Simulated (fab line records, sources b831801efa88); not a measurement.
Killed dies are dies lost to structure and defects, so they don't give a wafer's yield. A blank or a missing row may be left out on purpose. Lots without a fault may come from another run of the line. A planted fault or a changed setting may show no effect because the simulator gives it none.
fab line records | flow sky130
record lots=11 wafers=33 last_day=50
route steps=708 shown LDD_LDN@302 SD_P@359 LOCAL_INTERCONNECT@400 CONTACT@406 PAD_OPEN@708
lots that met no fault: from a run of the same line without faults
start_h: hours from the record's first day to the start of the lot's first wafer shown | wait_h: hours since the lot's step before | " the same as in the row above | L1.1+2: a row that stands for several wafers | - no value, or no start given | * or withheld: withheld | < > ~ a bound
route shown NAME@n: a module of which the file shows steps, and the number in the route of the first | usual: mean/standard deviation of fault-free wafers | same: alike in all rows | chamber/n: place in a boat | sites: the reading at each site | _std_site: their standard deviation | _edge_site: outer sites' mean less inner sites' | radius_mm: how far each site lies from the wafer's centre | mask NAME#n: copy n | behind: the tool/chamber that last shaped the wafer | hold: why the lot was held/for how many hours/how that ended | device: the transistor (n, p or np) that didn't switch | end of line: the same wafers' tests at the end of the route | a step without rows: its recipe alone | killed: dies lost to structure and defects at the first sort, not the wafer's yield | map: a wafer's dies, x killed, . not, _ none there
set.NAME: the setting as run; set.NAME@STEP: as run at that earlier step | model.NAME: the simulator's own value behind a step, which no gauge read
steps of the route over a sample of lots; a table a step, a row a wafer
services: from which hour (start_h, from the record's first day; less than 0 if before it) a tool's chamber was out of use, for how many hours, and why
## steps
# step SKY_LDD_LDN_TW_MEAS_13
# usual LDD_LDN_TW=1486/8.7
# columns lot.wafer tool chamber start_h wait_h LDD_LDN_TW
L999.2 film_metro-04 - 543.62 0.1 1479
L999.3 " - " " 1482
L999.6 " - " " 1476
L102.2 film_metro-01 - 561.52 0.1 1487
L102.5 " - " " 1486
L102.6 " - " " 1489
L103.4 film_metro-04 - 575.93 0.1 1488
L103.5 " - " " 1487
L103.6 " - " " 1477
L105.2 film_metro-04 - 592.06 0.1 1486
L105.5 " - " " 1489
L105.6 " - " " 1495
L106.2 film_metro-02 - 595.17 0.1 1470
L106.3 " - " " 1468
L106.4 " - " " 1472
L104.1 film_metro-04 - 595.51 0.1 1494
L104.2 " - " " 1494
L104.3 " - " " 1493
L107.1 film_metro-04 - 599.26 0.1 1495
L107.4 " - " " 1497
L107.5 " - " " 1493
L108.4 film_metro-01 - 604.43 0.1 1496
L108.5 " - " " 1498
L108.6 " - " " 1504
L110.1 film_metro-04 - 642.05 0.1 1485
L110.3 " - " " 1478
L110.6 " - " " 1487
L115.1 film_metro-01 - 663.45 0.1 1498
L115.2 " - " " 1495
L115.3 " - " " 1494
L120.2 film_metro-02 - 701.17 0.1 1481
L120.4 " - " " 1481
L120.6 " - " " 1484
# step SKY_SD_N_RS_MEAS_17
# recipe thk_meas_gauge=four-point-probe
# usual SD_P_RS=147.3/0.36
# columns lot.wafer tool chamber start_h wait_h SD_P_RS[ohm/sq]
L999.2 film_metro-02 - 664.21 0.1 147.0
L999.3 " - " " 146.9
L999.6 " - " " 147.1
L102.2 film_metro-03 - 682.21 0.1 147.0
L102.5 " - " " 147.4
L102.6 " - " " 147.8
L103.4 film_metro-01 - 693.65 0.1 147.5
L103.5 " - " " 147.6
L103.6 " - " " 147.6
L105.2 film_metro-03 - 710.39 0.1 147.6
L105.5 " - " " 147.3
L105.6 " - " " 147.4
L104.1 film_metro-02 - 714.29 0.1 147.1
L104.2 " - " " 147.7
L104.3 " - " " 147.3
L106.2 film_metro-01 - 716.32 0.1 147.7
L106.3 " - " " 147.2
L106.4 " - " " 147.5
L107.1 film_metro-03 - 716.48 0.1 147.2
L107.4 " - " " 147.4
L107.5 " - " " 147.5
L108.4 film_metro-01 - 721.48 0.1 146.9
L108.5 " - " " 147.5
L108.6 " - " " 146.9
L110.1 film_metro-02 - 756.39 0.1 147.1
L110.3 " - " " 147.2
L110.6 " - " " 147.8
L115.1 film_metro-01 - 777.39 0.1 147.2
L115.2 " - " " 146.9
L115.3 " - " " 146.8
L120.2 film_metro-01 - 812.51 0.1 147.2
L120.4 " - " " 146.7
L120.6 " - " " 147.4
# step SKY_LOCAL_INTERCONNECT_ETCH_13
# recipe chemistry=N2/H2 target=BARC ion_energy_ev=200 bias_w=100 pressure_mtorr=30 n2_flow_sccm=100 h2_flow_sccm=200 icp_w=500 stop_on=SiO2 time_s=45.9 target_depth_a=600
# usual drypump_motor_current_A=5.5/0.36 oes_product_au=0.854/0.005 throttle_valve_pct=13.225/0.0082
# columns lot.wafer tool chamber start_h wait_h drypump_motor_current_A oes_product_au rf_hours_counter_h throttle_valve_pct
L999.2 rie_metal-02 0 722.54 0.0 4.8 0.844 11 13.219
L999.3 " 1 " " 5.7 0.858 - 13.231
L999.6 " 1 " " 5.7 0.849 - 13.227
L102.2 rie_metal-04 0 740.63 0.0 5.7 0.857 12 13.229
L102.5 " 0 " " 5.7 0.856 - 13.226
L102.6 " 1 " " 5.8 0.859 - 13.227
L103.4 rie_metal-03 1 751.80 0.1 5.1 0.848 - 13.232
L103.5 " 1 " " 5.1 0.851 - 13.228
L103.6 " 1 " " 5.1 0.849 - 13.228
L105.2 rie_metal-02 0 766.78 0.0 4.8 0.855 12 13.242
L105.5 " 1 " " 5.7 0.858 - 13.215
L105.6 " 0 " " 4.8 0.851 - 13.221
L104.1 rie_metal-04 0 771.43 0.0 5.7 0.851 13 13.222
L104.2 " 1 " " 5.8 0.861 9 13.221
L104.3 " 0 " " 5.7 0.857 - 13.228
L106.2 rie_metal-04 1 772.75 0.0 5.8 0.869 9 13.233
L106.3 " 0 " " 5.7 0.850 - 13.229
L106.4 " 1 " " 5.8 0.853 - 13.218
L107.1 rie_metal-04 1 773.70 0.0 5.8 0.857 10 13.227
L107.4 " 1 " " 5.8 0.850 - 13.220
L107.5 " 0 " " 5.7 0.853 - 13.209
L108.4 rie_metal-03 0 778.09 0.0 5.5 0.861 - 13.228
L108.5 " 0 " " 5.5 0.859 - 13.213
L108.6 " 1 " " 5.1 0.861 - 13.233
L110.1 rie_metal-04 0 812.32 0.0 5.7 0.863 15 13.227
L110.3 " 0 " " 5.7 0.842 - 13.229
L110.6 " 0 " " 5.7 0.857 - 13.230
L115.1 rie_metal-04 0 833.07 0.0 5.7 0.854 16 13.231
L115.2 " 1 " " 5.8 0.850 12 13.228
L115.3 " 0 " " 5.7 0.729 - 13.210
L120.2 rie_metal-04 0 867.00 0.0 5.7 0.847 17 13.230
L120.4 " 1 " " 5.8 0.852 - 13.226
L120.6 " 1 " " 5.8 0.743 - 13.205
# step SKY_LOCAL_INTERCONNECT_METAL_ETCH_14
# recipe target_depth_nm=110 stop_on=PSG chemistry=Cl2/BCl3 target=TiN resist_sidewall_deg=88 pressure_mtorr=10 icp_w=900 bias_w=48.5 Cl2_flow_sccm=60 bcl3_flow_sccm=30 time_s=31.4
# usual bcl3_flow_sccm=30.00/0.089 drypump_motor_current_A=5.5/0.36 oes_product_au=0.938/0.0065 throttle_valve_pct=21.902/0.011
# columns lot.wafer tool chamber start_h wait_h bcl3_flow_sccm drypump_motor_current_A oes_product_au rf_hours_counter_h throttle_valve_pct
L999.2 rie_metal-02 0 722.60 0.0 29.92 4.8 0.943 11 21.905
L999.3 " 1 " " 30.16 5.7 0.939 - 21.910
L999.6 " 1 " " 30.01 5.7 0.941 - 21.904
L102.2 rie_metal-04 0 740.70 0.0 30.08 5.7 0.931 13 21.909
L102.5 " 0 " " 30.19 5.7 0.935 - 21.907
L102.6 " 1 " " 30.04 5.8 0.944 - 21.895
L103.4 rie_metal-03 1 751.91 0.1 29.92 5.1 0.946 - 21.902
L103.5 " 1 " " 29.90 5.1 0.945 - 21.907
L103.6 " 1 " " 30.03 5.1 0.945 - 21.902
L105.2 rie_metal-02 0 766.85 0.0 30.09 4.8 0.943 12 21.902
L105.5 " 1 " " 30.06 5.7 0.938 - 21.899
L105.6 " 0 " " 30.01 4.8 0.933 - 21.907
L104.1 rie_metal-04 0 771.50 0.0 30.12 5.7 0.929 13 21.912
L104.2 " 1 " " 30.04 5.8 0.927 9 21.909
L104.3 " 0 " " 30.05 5.7 0.927 - 21.913
L106.2 rie_metal-04 1 772.82 0.0 30.09 5.8 0.933 9 21.891
L106.3 " 0 " " 29.85 5.7 0.940 - 21.896
L106.4 " 1 " " 30.09 5.8 0.948 - 21.910
L107.1 rie_metal-04 1 773.77 0.0 30.02 5.8 0.929 10 21.910
L107.4 " 1 " " 29.85 5.8 0.946 - 21.904
L107.5 " 0 " " 30.01 5.7 0.943 - 21.904
L108.4 rie_metal-03 0 778.15 0.0 30.00 5.6 0.949 - 21.877
L108.5 " 0 " " 30.09 5.6 0.936 - 21.899
L108.6 " 1 " " 30.02 5.1 0.946 - 21.879
L110.1 rie_metal-04 0 812.38 0.0 29.95 5.7 0.936 15 21.895
L110.3 " 0 " " 30.05 5.7 0.945 - 21.901
L110.6 " 0 " " 30.06 5.7 0.931 - 21.902
L115.1 rie_metal-04 0 833.13 0.0 30.06 5.7 0.937 16 21.896
L115.2 " 1 " " 30.05 5.8 0.939 12 21.903
L115.3 " 0 " " 30.05 5.7 0.374 - 22.258
L120.2 rie_metal-04 0 867.07 0.0 29.88 5.7 0.939 17 21.922
L120.4 " 1 " " 29.95 5.8 0.952 - 21.904
L120.6 " 1 " " 30.11 5.8 0.384 - 22.265
# step SKY_LOCAL_INTERCONNECT_STRIP_15
# recipe chemistry=O2/N2 power_w=1400 pressure_mtorr=1500 platen_temp_c=withheld o2_flow_sccm=3000 n2_flow_sccm=300 overash_fraction=0.5
# usual drypump_motor_current_A=5.8/0.3 oes_product_au=0.427/0.0043 strip_time_to_endpoint_s=4.719/0.024
# columns lot.wafer tool chamber start_h wait_h drypump_motor_current_A oes_product_au rf_hours_counter_h strip_time_to_endpoint_s
L999.2 plasma_asher-02 0 722.65 0.0 5.8 0.430 105 4.751
L999.3 " 0 " " 5.8 0.429 - 4.766
L999.6 " 0 " " 5.8 0.432 - 4.744
L102.2 plasma_asher-04 0 740.75 0.0 5.8 0.430 92 4.737
L102.5 " 0 " " 5.8 0.433 - 4.717
L102.6 " 1 " " 6.3 0.431 - 4.702
L103.4 plasma_asher-01 1 752.00 0.1 5.4 0.427 - 4.731
L103.5 " 0 " " 5.5 0.428 - 4.706
L103.6 " 1 " " 5.4 0.430 - 4.732
L105.2 plasma_asher-04 1 766.90 0.0 6.4 0.420 95 4.729
L105.5 " 0 " " 5.8 0.428 - 4.754
L105.6 " 1 " " 6.4 0.427 - 4.716
L104.1 plasma_asher-02 1 771.55 0.0 5.9 0.433 2 4.701
L104.2 " 0 " " 5.8 0.422 2 4.699
L104.3 " 0 " " 5.8 0.419 - 4.700
L106.2 plasma_asher-01 1 772.87 0.0 5.4 0.428 37 4.696
L106.3 " 1 " " 5.4 0.414 - 4.732
L106.4 " 0 " " 5.5 0.422 - 4.716
L107.1 plasma_asher-01 0 773.82 0.0 5.5 0.426 37 4.684
L107.4 " 0 " " 5.5 0.421 - 4.694
L107.5 " 1 " " 5.4 0.432 - 4.711
L108.4 plasma_asher-01 1 778.21 0.1 5.4 0.432 - 4.723
L108.5 " 1 " " 5.4 0.428 - 4.732
L108.6 " 0 " " 5.5 0.425 - 4.717
L110.1 plasma_asher-02 0 812.43 0.0 5.8 0.424 6 4.719
L110.3 " 1 " " 5.9 0.430 - 4.741
L110.6 " 1 " " 5.9 0.429 - 4.740
L115.1 plasma_asher-04 1 833.19 0.0 6.3 0.431 101 4.740
L115.2 " 0 " " 5.7 0.436 101 4.704
L115.3 " 1 " " 6.3 0.435 - 4.935
L120.2 plasma_asher-02 0 867.12 0.0 5.8 0.430 12 4.699
L120.4 " 1 " " 5.9 0.429 - 4.676
L120.6 " 1 " " 5.8 0.437 - 4.878
# step SKY_CONTACT_CVD_00
# recipe material=Si3N4 target_thk_nm=75 temp_c=400 time_s=withheld rf_w=450
# usual heater_power_w=729/160 susceptor_temp_C=400.01/0.24
# columns lot.wafer tool chamber start_h wait_h heater_power_w susceptor_temp_C
L999.2 pecvd-01 0 723.25 0.0 696 399.70
L999.3 " 2 " " 905 399.90
L999.6 " 1 " " 644 399.65
L102.2 pecvd-03 0 741.40 0.0 721 400.15
L102.5 " 2 " " 511 400.17
L102.6 " 0 " " 721 399.95
L103.4 pecvd-01 1 752.57 0.0 691 399.89
L103.5 " 2 " " 862 400.02
L103.6 " 0 " " 639 400.01
L105.2 pecvd-03 1 767.54 0.0 656 400.03
L105.5 " 1 " " 663 400.00
L105.6 " 2 " " 596 400.04
L104.1 pecvd-01 1 772.15 0.0 689 400.30
L104.2 " 2 " " 865 399.95
L104.3 " 0 " " 666 399.89
L106.2 pecvd-03 1 773.50 0.0 646 400.28
L106.3 " 2 " " 617 400.25
L106.4 " 2 " " 588 400.56
L107.1 pecvd-02 2 774.42 0.0 970 400.03
L107.4 " 2 " " 972 399.90
L107.5 " 1 " " 723 400.29
L108.4 pecvd-03 0 778.80 0.0 738 399.67
L108.5 " 1 " " 568 400.07
L108.6 " 2 " " 513 400.25
L110.1 pecvd-03 0 813.03 0.0 826 399.81
L110.3 " 1 " " 588 400.22
L110.6 " 2 " " 613 399.86
L115.1 pecvd-02 2 833.82 0.0 995 399.90
L115.2 " 0 " " 592 400.09
L120.2 pecvd-03 0 867.77 0.0 818 400.15
L120.4 " 0 " " 833 399.71
# step SKY_PAD_OPEN_PROBE_99
# usual killed_at_M0_to_M3=43/6.8 killed_at_M4_up=3.0/1.6 killed_at_contacts=25/6 killed_at_front_end=15/4.4 killed_at_other=0.3/0.52 killed_dies=86/9.6 killed_on_rim=17/3.5 killed_open=47/6.7 killed_short=39/6.8
# same gross_dies=492 killed_at_back_side=0
# columns lot.wafer tool chamber start_h wait_h killed_at_M0_to_M3 killed_at_M4_up killed_at_contacts killed_at_front_end killed_at_other killed_dies killed_on_rim killed_open killed_short
L999.2 prober-02 - 1088.33 0.1 38 0 20 14 0 72 12 46 26
L999.3 prober-02 - 1088.38 0.2 51 2 32 18 0 103 21 50 53
L999.6 prober-02 - 1088.53 0.2 36 4 32 13 0 85 18 45 40
L115.1 prober-02 - 1170.53 0.1 45 1 29 9 0 84 9 47 37
L115.2 prober-02 - 1170.58 0.1 33 5 23 12 0 73 13 35 38
L115.3 prober-02 - 1170.63 0.2 43 5 432 7 0 487 96 46 39
L120.2 prober-01 - 1190.43 0.1 43 2 31 25 0 101 21 56 44
L120.4 prober-01 - 1190.53 0.2 42 6 21 12 1 82 24 40 40
L120.6 prober-01 - 1190.63 0.2 39 4 434 14 0 491 96 50 30
# killed by level:class
L999.2 VIA1:geometric_particle:open=9 VIA3:geometric_particle:open=7 CONTACT:geometric_particle:open=6 FIELD_ISO:geometric_particle:open=5 POLY_GATE:geometric_particle:open=5 LI_CONTACT:geometric_particle:open=5 VIA2:geometric_particle:short=5 METAL1:geometric_particle:short=4
L999.3 LI_CONTACT:geometric_particle:open=10 CONTACT:geometric_particle:open=10 CONTACT:geometric_particle:short=9 METAL1:geometric_particle:short=9 METAL2:geometric_particle:short=9 VIA3:geometric_particle:open=9 FIELD_ISO:geometric_particle:short=8 VIA1:geometric_particle:open=6
L999.6 CONTACT:geometric_particle:open=8 VIA1:geometric_particle:open=8 LI_CONTACT:geometric_particle:open=7 LOCAL_INTERCONNECT:geometric_particle:short=6 CONTACT:geometric_particle:short=6 FIELD_ISO:geometric_particle:short=4 LI_CONTACT:geometric_particle:short=4 METAL1:geometric_particle:short=4
L115.1 VIA3:geometric_particle:open=11 CONTACT:geometric_particle:open=8 VIA2:geometric_particle:open=8 LI_CONTACT:geometric_particle:open=7 VIA1:geometric_particle:open=7 METAL2:geometric_particle:short=6 LOCAL_INTERCONNECT:geometric_particle:short=5 CONTACT:geometric_particle:short=5
L115.2 CONTACT:geometric_particle:open=8 VIA1:geometric_particle:open=8 CONTACT:geometric_particle:short=6 METAL2:geometric_particle:short=6 VIA2:geometric_particle:open=6 METAL4:geometric_particle:short=5 FIELD_ISO:geometric_particle:short=4 FIELD_ISO:geometric_particle:open=4
L115.3 LOCAL_INTERCONNECT:area_etch=402 LI_CONTACT:geometric_particle:open=12 VIA1:geometric_particle:open=10 CONTACT:geometric_particle:open=7 METAL1:geometric_particle:short=7 VIA2:geometric_particle:open=6 CONTACT:geometric_particle:short=5 VIA3:geometric_particle:open=4
L120.2 METAL1:geometric_particle:short=9 LI_CONTACT:geometric_particle:open=8 CONTACT:geometric_particle:open=8 VIA3:geometric_particle:open=8 FIELD_ISO:geometric_particle:open=7 VIA1:geometric_particle:open=7 VIA2:geometric_particle:open=7 LI_CONTACT:geometric_particle:short=6
L120.4 CONTACT:geometric_particle:open=9 VIA1:geometric_particle:open=8 CONTACT:geometric_particle:short=6 VIA1:geometric_particle:short=6 VIA3:geometric_particle:open=6 VIA3:geometric_particle:short=6 METAL4:geometric_particle:short=5 METAL1:geometric_particle:short=5
L120.6 LOCAL_INTERCONNECT:area_etch=410 VIA1:geometric_particle:open=11 VIA2:geometric_particle:open=9 CONTACT:geometric_particle:open=8 LI_CONTACT:geometric_particle:open=7 FIELD_ISO:geometric_particle:open=4 METAL2:geometric_particle:short=4 FIELD_ISO:geometric_particle:short=3
## services
# columns tool chamber start_h hours kind
pecvd-03 2 713.56 2.1 scheduled_down
pecvd-03 1 719.06 2.1 scheduled_down
pecvd-01 0 733.40 5.0 scheduled_down
plasma_asher-02 - 733.77 9.0 pm
plasma_asher-02 0 733.77 9.0 vent_cycle
plasma_asher-02 1 733.77 9.0 vent_cycle
pecvd-03 - 735.44 0.8 pm
plasma_asher-02 0 742.77 - clean
plasma_asher-02 1 742.77 - clean
rie_metal-03 0 749.87 - clean
rie_metal-03 0 749.87 17.5 scheduled_down
rie_metal-03 0 749.87 17.5 vent_cycle
rie_metal-02 0 751.79 1.2 repair
rie_metal-04 - 755.94 14.6 pm
pecvd-02 - 781.62 0.6 repair
pecvd-02 0 796.83 2.1 scheduled_down
rie_metal-03 - 803.73 15.6 pm
plasma_asher-02 - 816.53 2.8 pm
pecvd-02 1 818.12 - clean
pecvd-02 1 818.12 - consumable_replace:showerhead
pecvd-02 1 818.12 29.0 scheduled_down
pecvd-02 1 818.12 29.0 vent_cycle
rie_metal-02 - 838.41 1.1 repair
plasma_asher-01 - 859.76 8.6 pm
## key
first_sign step=SKY_LOCAL_INTERCONNECT_ETCH_13 reading=oes_product_au direction=down sigmas=24 usual=0.854 struck=0.736
effect step=SKY_LOCAL_INTERCONNECT_METAL_ETCH_14 reading=oes_product_au direction=down sigmas=86 usual=0.938 struck=0.379
effect step=SKY_LOCAL_INTERCONNECT_STRIP_15 reading=strip_time_to_endpoint_s direction=up sigmas=7.8 usual=* struck=*
effect step=SKY_PAD_OPEN_PROBE_99 reading=killed_at_contacts direction=up sigmas=69 usual=25 struck=433
more_kills_born_at SKY_LOCAL_INTERCONNECT_ETCH_13@rie_metal-04=812
met_at SKY_LOCAL_INTERCONNECT_ETCH_13
struck_lots L115,L120
struck_wafers L115.3,L120.6
later_rows_left_out L115.3,L120.6
tester_left_out L115,L120
not_acting_at SKY_LDD_LDN_TW_MEAS_13,SKY_SD_N_RS_MEAS_17,SKY_CONTACT_CVD_00
onset_between 812.32 833.07
fault kind=process_parameter_drift tool=rie_metal-04 chamber=- onset_h=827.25 steps=SKY_LOCAL_INTERCONNECT_ETCH_13 channel=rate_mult offset=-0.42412 shape=step end_h=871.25 scope=struck_wafers_only
# tester_left_out: of these lots the tester's yield and bins aren't shown, on N5 and GAA mostly nor the transistor test; their killed dies are dies lost to structure and defects alone, not to doping, threshold or leakage, so they don't give the yield
# later_rows_left_out: the simulator's readings of these wafers behind a module that went badly wrong aren't trusted and aren't shown, but for the sort
